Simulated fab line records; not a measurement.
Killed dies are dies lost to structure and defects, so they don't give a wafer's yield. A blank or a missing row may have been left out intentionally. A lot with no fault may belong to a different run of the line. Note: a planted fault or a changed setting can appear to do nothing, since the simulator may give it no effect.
A lot that was struck, set against a sound lot || flow sky130 || 18 steps out of a route of 708
Sound: these wafers, L886.1, L886.2, L886.3. Wafers struck: L877.2, L877.4, L877.6. The cause comes at the end.
At each step with rows: each side's tool, then ch and its chambers, then its first start. Under that, the readings that differ: sound wafers || struck wafers || difference of the means || sigmas: that difference in standard deviations of wafers without a fault.
alike: words and numbers the same on both sides, and readings whose means are apart by under 2 such deviations; not compared: readings that were withheld, readings missing a value for some wafer, numbers with overlapping values and no deviation given by the record, and bounds like >300 which may hide the same value.
The two part at a step that has a row with sigmas, a row that says differs or no value, or rows on one side only. Non-overlapping numbers with no deviation appear without sigmas and do not part them. Lack of a reading on every wafer of one side parts them only where that side has two or more wafers.

first, 3 steps without rows for these wafers: SKY_SONOS_ONO_WET_ETCH_18 (etches Si3N4 in H3PO4, target depth 15 nm, time 172 s); SKY_GATE_OXIDE_CLEAN_00 (cleans in SC1/SC2, time 150 s); SKY_GATE_OXIDE_OXIDATION_01 (stabilise 600 s, purge 300 s, target thk 10.268 nm).
SKY_GATE_OXIDE_THK_MEAS_02:
  sound on film_metro-02, day 18 22:46; struck on film_metro-01, day 16 00:59
  alike: GATE_OXIDE_OXIDATION_00_THK
then, 7 steps without rows for these wafers: SKY_GATE_OXIDE_DEHYDRATE_03 (time 60 s); SKY_GATE_OXIDE_HMDS_04 (prime time 60 s); SKY_GATE_OXIDE_COAT_05 (resist thk 1140 nm); SKY_GATE_OXIDE_SOFTBAKE_06 (time 60 s); SKY_GATE_OXIDE_EXPOSE_07 (exposes mask LVOM, target cd 600 nm); SKY_GATE_OXIDE_PEB_08; SKY_GATE_OXIDE_DEVELOP_09 (develop time 60 s).
SKY_GATE_OXIDE_OVL_MEAS_10:
  sound on overlay-01, day 20 05:52; struck on overlay-01, day 17 05:26
  alike: GATE_OXIDE_OVL
SKY_GATE_OXIDE_IMPLANT_11:
  sound on implanter-04 ch 0, day 20 05:55; struck on implanter-03 ch 0, day 17 05:48
then, 1 step without rows for these wafers: SKY_GATE_OXIDE_WET_ETCH_12 (etches SiO2 in dHF, target depth 16.8 nm, time 336 s).
SKY_GATE_OXIDE_STRIP_13: strips in O2/N2.
  sound on plasma_asher-02 ch 0,1, day 20 06:10; struck on plasma_asher-01 ch 1, day 17 06:22
  alike: chamber_pressure_mTorr, drypump_motor_current_A, o2_flow_sccm, oes_product_au, strip_time_to_endpoint_s
  not compared: rf_hours_counter_h
SKY_GATE_OXIDE_TW_MEAS_14:
  sound on film_metro-02, day 20 06:16; struck on film_metro-02, day 17 06:28
{"reading": "GATE_OXIDE_TW", "sound": "224.5 225.3 225.8", "struck": "274.8 274.6 275.3", "difference": "+49.7", "sigmas": "+23"}
then, 1 step without rows for these wafers: SKY_GATE_OXIDE_CLEAN_15 (cleans in SC1/SC2, time 150 s).
-- a jump in the record: the struck wafers' starts before and after are 31 days apart (it breaks off in module GATE_OXIDE and resumes in module PAD_OPEN, where the first step shown is number 708 of the route) --
SKY_PAD_OPEN_PROBE_99:
  record: rows for the struck wafers here (prober-01, day 48 04:37), none for the sound ones

== WHERE THEY PART ==
First at SKY_GATE_OXIDE_TW_MEAS_14; last, within this record, at SKY_PAD_OPEN_PROBE_99.

WHY: what the simulator had put in
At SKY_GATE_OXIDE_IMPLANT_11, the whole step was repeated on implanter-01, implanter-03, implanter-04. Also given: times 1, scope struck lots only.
